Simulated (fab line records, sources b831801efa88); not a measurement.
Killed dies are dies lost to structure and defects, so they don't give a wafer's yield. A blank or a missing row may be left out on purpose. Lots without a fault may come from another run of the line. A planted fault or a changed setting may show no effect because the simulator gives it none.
Chamber matching | flow gf180mcu | GF_MIM_CVD_05 on pecvd-04: 3 sister chambers
The step deposits Si3N4, target thk 42 nm, time 29.086 s. 3 wafers are shown with their chamber, then 7 later ones without.

WAFERS WITH THEIR CHAMBER
wafer  | chamber | heater_power_w (W)
L788.5 | 1       | 578
L791.3 | 2       | 548
L791.4 | 0       | 587

WAFERS WITHOUT THEIR CHAMBER
wafer  | heater_power_w (W)
L791.6 | 565
L793.1 | 591
L793.4 | 695
L793.5 | 564
L792.2 | 584
L792.3 | 558
L792.6 | 501

WHICH CHAMBER EACH WENT THROUGH
wafer  | from the rows above          | in truth
L791.6 | can't be placed: 1 or 2 or 0 | 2
L793.1 | can't be placed: 0 or 1 or 2 | 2
L793.4 | can't be placed: 0 or 1 or 2 | 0
L793.5 | can't be placed: 1 or 2 or 0 | 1
L792.2 | can't be placed: 0 or 1 or 2 | 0
L792.3 | can't be placed: 2 or 1 or 0 | 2
L792.6 | can't be placed: 2 or 1 or 0 | 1
Placed correctly: 0 of 7. Can't be placed from these rows: 7 (the true chamber is among the candidates in 7). Placed wrongly: 0.
How it was worked out, from the rows above alone: a wafer's distance from a chamber is the root of the sum, over the readings, of the square of ((its reading less the chamber's mean) divided by the reading's scatter). The wafer belongs to the nearest chamber; if the next one is less than 2 further off, it can't be placed. A chamber's mean is the mean of its shown wafers. The scatter: with one shown wafer a chamber, the root of the mean of the squares of how far each hidden wafer lies from its nearest shown one.
